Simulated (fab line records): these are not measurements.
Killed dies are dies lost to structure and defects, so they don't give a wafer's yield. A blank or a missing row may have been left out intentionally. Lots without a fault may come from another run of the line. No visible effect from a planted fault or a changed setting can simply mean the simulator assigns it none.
Struck lot and sound lot, side by side + flow sfq-line + 18 out of 325 route steps
Sound: these wafers, L869.1, L869.3, L869.4. Struck: wafer L886.1; the same lot's L886.2 was not struck, so it is left out; see the end for the cause.
Each step with rows lists, per side, the tool, then ch with its chambers, then its first start. Under that, the readings that differ: sound wafers + struck wafers + difference of the means + sigmas: that difference in standard deviations of wafers without a fault.
alike: readings with means less than 2 such deviations apart, plus words and numbers identical on both sides. not compared: withheld readings, readings lacking a value on some wafer, bounds such as >300 that could conceal the same value, and numbers that have no deviation in the record and whose values overlap.
A row with sigmas, a row that says differs or no value, or rows on one side alone: a step with any of these is where the two part. Non-overlapping numbers with no deviation appear without sigmas and do not part them. Lack of a reading on every wafer of one side parts them only where that side has two or more wafers.

first, 3 steps without rows for these wafers: SFQ_TRILAYER_I5_LITHO_EXPOSE_145 (exposes mask I5, target cd 700 nm); SFQ_TRILAYER_I5_LITHO_PEB_147 (peb time 60 s); SFQ_TRILAYER_I5_LITHO_DEVELOP_146 (time 60 s).
SFQ_I5_OVL_MEAS_936:
  sound on overlay-01 at day 58 17:58; struck on overlay-02 at day 71 00:09
  alike: I5_OVL
SFQ_TRILAYER_I5_BARC_OPEN_VIA_ETCH_200: etches BARC in O2, target depth 125 nm, time 41.7 s.
  sound on rie-diel-02 ch 0,1,3, day 58 18:01; struck on rie-diel-02 ch 2, day 71 00:11
| reading                | sound  | struck | difference | sigmas |
|------------------------|--------|--------|------------|--------|
| rf-hours-counter-h (h) | 9 6 15 | 5      | -5         |        |
  alike: drypump-motor-current-A, oes-product-au
SFQ_TRILAYER_I5_ETCH_VIA_ETCH_147: etches the open film in CHF3, stops on Nb, target depth 360 nm.
  sound on rie-diel-02 ch 0,1,3, day 58 18:03; struck on rie-diel-02 ch 2, day 71 00:13
  alike: drypump-motor-current-A, oes-product-au
SFQ_TRILAYER_I5_STRIP_STRIP_148: strips in O2.
  sound on rie-metal-03 ch 0,1, day 58 18:12; struck on rie-metal-04 ch 0, day 71 00:22
  alike: drypump-motor-current-A, oes-product-au, platen-temp-c
  not compared: rf-hours-counter-h
then, 5 steps without rows for these wafers: SFQ_TRILAYER_I5_STRIP_SOLV_CLEAN_149 (cleans in NMP, time 600 s); SFQ_TRILAYER_C5_LITHO_COAT_156 (resist thk 62 nm); SFQ_TRILAYER_C5_LITHO_COAT_151 (resist thk 650 nm); SFQ_TRILAYER_C5_LITHO_SOFTBAKE_155; SFQ_TRILAYER_C5_LITHO_EXPOSE_152 (exposes mask C5, target cd 500 nm).
SFQ_TRILAYER_C5_LITHO_PEB_154: peb time 60 s.
  sound on litho-track-01 ch 0, day 58 22:28; struck on litho-track-01 ch 0, day 71 20:03
| reading          | sound                | struck | difference | sigmas |
|------------------|----------------------|--------|------------|--------|
| plate-temp-C (C) | 114.83 114.84 114.86 | 115.29 | +0.45      | +3     |
then, 1 step without rows for these wafers: SFQ_TRILAYER_C5_LITHO_DEVELOP_153 (time 60 s).
SFQ_C5_OVL_MEAS_937:
  sound on overlay-01 at day 58 22:46; struck on overlay-02 at day 71 20:21
  alike: C5_OVL
SFQ_TRILAYER_C5_BARC_OPEN_VIA_ETCH_210: etches BARC in O2, target depth 125 nm, time 41.7 s.
  sound on rie-diel-03 ch 0,1,2, day 58 22:49; struck on rie-diel-03 ch 3, day 71 20:23
| reading                | sound             | struck | difference | sigmas |
|------------------------|-------------------|--------|------------|--------|
| rf-hours-counter-h (h) | 9 10 10           | 5      | -5         |        |
| model.C5.cd-nm (nm)    | 498.9 500.2 499.3 | 531    | +32        |        |
  alike: drypump-motor-current-A, oes-product-au
SFQ_TRILAYER_C5_ETCH_VIA_ETCH_154: etches SiO2 in CHF3, stops on Nb, target depth 84 nm.
  sound on rie-diel-03 ch 0,1,2, day 58 22:51; struck on rie-diel-03 ch 3, day 71 20:25
| reading             | sound           | struck | difference | sigmas |
|---------------------|-----------------|--------|------------|--------|
| model.C5.cd-nm (nm) | 498 499.7 499.3 | 531    | +32        |        |
  alike: drypump-motor-current-A, oes-product-au
SFQ_TRILAYER_C5_STRIP_STRIP_155: strips in O2.
  sound on rie-metal-03 ch 0,1, day 58 22:53; struck on rie-metal-02 ch 1, day 71 20:28
  alike: drypump-motor-current-A, oes-product-au, platen-temp-c
  not compared: rf-hours-counter-h

## WHERE THEY PART
Only at SFQ_TRILAYER_C5_LITHO_PEB_154, as far as this record shows. Later steps at which nothing parts them and some readings are alike: SFQ_C5_OVL_MEAS_937, SFQ_TRILAYER_C5_BARC_OPEN_VIA_ETCH_210, SFQ_TRILAYER_C5_ETCH_VIA_ETCH_154, SFQ_TRILAYER_C5_STRIP_STRIP_155.

WHY: what the simulator had put in
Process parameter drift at SFQ_TRILAYER_C5_LITHO_PEB_154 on litho-track-01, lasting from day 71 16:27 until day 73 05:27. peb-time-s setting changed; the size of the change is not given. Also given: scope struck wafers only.
